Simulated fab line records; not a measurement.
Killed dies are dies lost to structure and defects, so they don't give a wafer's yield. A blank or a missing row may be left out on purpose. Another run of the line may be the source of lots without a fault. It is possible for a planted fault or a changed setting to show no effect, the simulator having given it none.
A lot that was struck, set against a sound lot + flow sky130 + 18 steps out of a route of 708
Sound: these wafers, L120.1, L120.4, L120.5. Struck: wafers L117.4, L117.5, L117.6. The cause is given at the end.
For every step that has rows: the tool of each side, followed by ch and its chambers, followed by its first start. Under that, the readings that differ: sound wafers + struck wafers + difference of the means + sigmas: that difference in standard deviations of wafers without a fault.
alike: same words and numbers on both sides, and readings whose means sit less than 2 such deviations apart. not compared: any withheld reading, any reading some wafer has no value for, any bound like >300 that may hide the same value, and any number with overlapping values for which the record gives no deviation.
The two part at a step that has a row with sigmas, a row that says differs or no value, or rows on one side only. Numbers that don't overlap but have no deviation are shown without sigmas and don't part them. Lack of a reading on every wafer of one side parts them only where that side has two or more wafers.

first, 9 steps without rows for these wafers: SKY_CAPM_CLEAN_17 (cleans in O3/DIW); SKY_METAL3_DEHYDRATE_05 (time 60 s); SKY_METAL3_HMDS_06 (prime time 60 s); SKY_METAL3_COAT_07 (resist thk 60 nm); SKY_METAL3_COAT_08 (resist thk 1140 nm); SKY_METAL3_SOFTBAKE_09 (time 90 s); SKY_METAL3_EXPOSE_10 (exposes mask MM3, target cd 300 nm); SKY_METAL3_PEB_11; SKY_METAL3_DEVELOP_12 (develop time 60 s).
SKY_METAL3_CD_MEAS_13: target cd 300 nm.
  sound: cd-sem-02 at day 43 14:55; struck: cd-sem-01 at day 42 01:37
| reading    | sound             | struck            | difference | sigmas |
|------------|-------------------|-------------------|------------|--------|
| cd-nm (nm) | 302.3 302.1 302.8 | 298.5 298.2 298.4 | -4.0       | -2     |
SKY_METAL3_OVL_MEAS_14:
  sound: overlay-01 at day 43 15:02; struck: overlay-02 at day 42 01:41
| reading         | sound  | struck   | difference | sigmas |
|-----------------|--------|----------|------------|--------|
| METAL3_OVL (nm) | 5 -9 3 | 16 16 13 | +15        | +3     |
SKY_METAL3_DESCUM_15: chemistry O2, time 8 s.
  sound on rie-metal-01 ch 0,1, day 43 15:04; struck on rie-metal-03 ch 0,1, day 42 01:43
  alike: drypump-motor-current-A, oes-product-au
  not compared: rf-hours-counter-h
SKY_METAL3_ETCH_16: etches BARC in N2/H2, stops on SiO2, time 88.2 s, target depth 60 nm.
  sound on rie-metal-01 ch 0,1, day 43 15:06; struck on rie-metal-03 ch 0,1, day 42 01:46
  no value came back on the struck wafers for any of 5 readings (bias-w (W), chamber-pressure-mTorr (mTorr) and others); on the sound wafers bias-w (W) reads 100.8 100.4 99.3
| reading                                       | sound          | struck         | difference | sigmas |
|-----------------------------------------------|----------------|----------------|------------|--------|
| model.KrF-thick_of_METAL3_COAT_08.thk-nm (nm) | 1074 1075 1072 | 1123 1126 1126 | +51        |        |
  not compared: rf-hours-counter-h
SKY_METAL3_ETCH_17: etches SiO2 in C4F8/O2/Ar, stops on TiN, time 3.9 s, target depth 15 nm.
  sound on rie-diel-01 ch 0,2,3, day 43 15:12; struck on rie-diel-04 ch 0,2,3, day 42 01:50
| reading               | sound             | struck            | difference | sigmas |
|-----------------------|-------------------|-------------------|------------|--------|
| oes-product-au (a.u.) | 0.754 0.755 0.763 | 0.375 0.376 0.372 | -0.383     | -54    |
  alike: bias-w, chamber-pressure-mTorr
  not compared: rf-hours-counter-h
SKY_METAL3_METAL_ETCH_18: etches the open film in Cl2/BCl3, stops on SiO2, target depth 845 nm, time 183.1 s.
  sound on rie-metal-04 ch 0, day 43 15:13; struck on rie-metal-04 ch 0,1, day 42 01:55
| reading                                       | sound             | struck            | difference | sigmas |
|-----------------------------------------------|-------------------|-------------------|------------|--------|
| oes-product-au (a.u.)                         | 0.866 0.860 0.872 | 0.377 0.380 0.372 | -0.490     | -66    |
| model.KrF-thick_of_METAL3_COAT_08.thk-nm (nm) | 517 511.6 512.9   | 586.4 571.7 588   | +68.2      |        |
  alike: bcl3-flow-sccm, bias-w, drypump-motor-current-A, throttle-valve-pct
  not compared: rf-hours-counter-h
SKY_METAL3_STRIP_19: strips in O2/N2.
  sound on plasma-asher-04 ch 0, day 43 15:24; struck on plasma-asher-01 ch 0,1, day 42 02:04
| reading                      | sound             | struck            | difference | sigmas |
|------------------------------|-------------------|-------------------|------------|--------|
| oes-product-au (a.u.)        | 0.503 0.494 0.503 | 0.521 0.511 0.519 | +0.017     | +3     |
| strip-time-to-endpoint-s (s) | 6.44 6.39 6.39    | 7.13 6.98 7.12    | +0.67      | +8     |
  alike: drypump-motor-current-A
  not compared: rf-hours-counter-h
then, 1 step without rows for these wafers: SKY_METAL3_STRIP_20 (strips in post etch residue remover, time 1200 s).
-- the record jumps here: 7 days lie between the struck wafers' starts before and after (it left off in module METAL3 and takes up again in module PAD_OPEN, whose first step shown is number 708 of the route) --
SKY_PAD_OPEN_PROBE_99:
  sound: prober-01 at day 50 00:10; struck: prober-02 at day 48 19:01
| reading                  | sound          | struck    | difference | sigmas |
|--------------------------|----------------|-----------|------------|--------|
| defect-limited-yield (%) | 82.5 83.7 82.7 | 0 0       | -83        | -44    |
| killed_at_M0_to_M3       | 43 47 48       | 454 441   | +402       | +62    |
| killed-dies              | 86 80 85       | 492 492   | +408       | +43    |
| killed-on-rim            | 12 15 14       | 96 96     | +82        | +22    |
| sort_bin_5_function (%)  | 10.2 9.6 10.8  | 92.5 91.9 | +82.0      | +51    |
| sort-n-pass              | 406 412 407    | 0 0       | -408       | -43    |
| sort-yield-pct (%)       | 82.5 83.7 82.7 | 0 0       | -83        | -44    |
  alike: killed_at_M4_up, killed-at-contacts, killed-at-front-end, killed-at-other, killed-open, killed-short, sort_bin_3_pad_short, sort_bin_6_memory

== WHERE THEY PART ==
Earliest at SKY_METAL3_CD_MEAS_13; latest, in this record, at SKY_PAD_OPEN_PROBE_99.

WHY: what had been put in by the simulator
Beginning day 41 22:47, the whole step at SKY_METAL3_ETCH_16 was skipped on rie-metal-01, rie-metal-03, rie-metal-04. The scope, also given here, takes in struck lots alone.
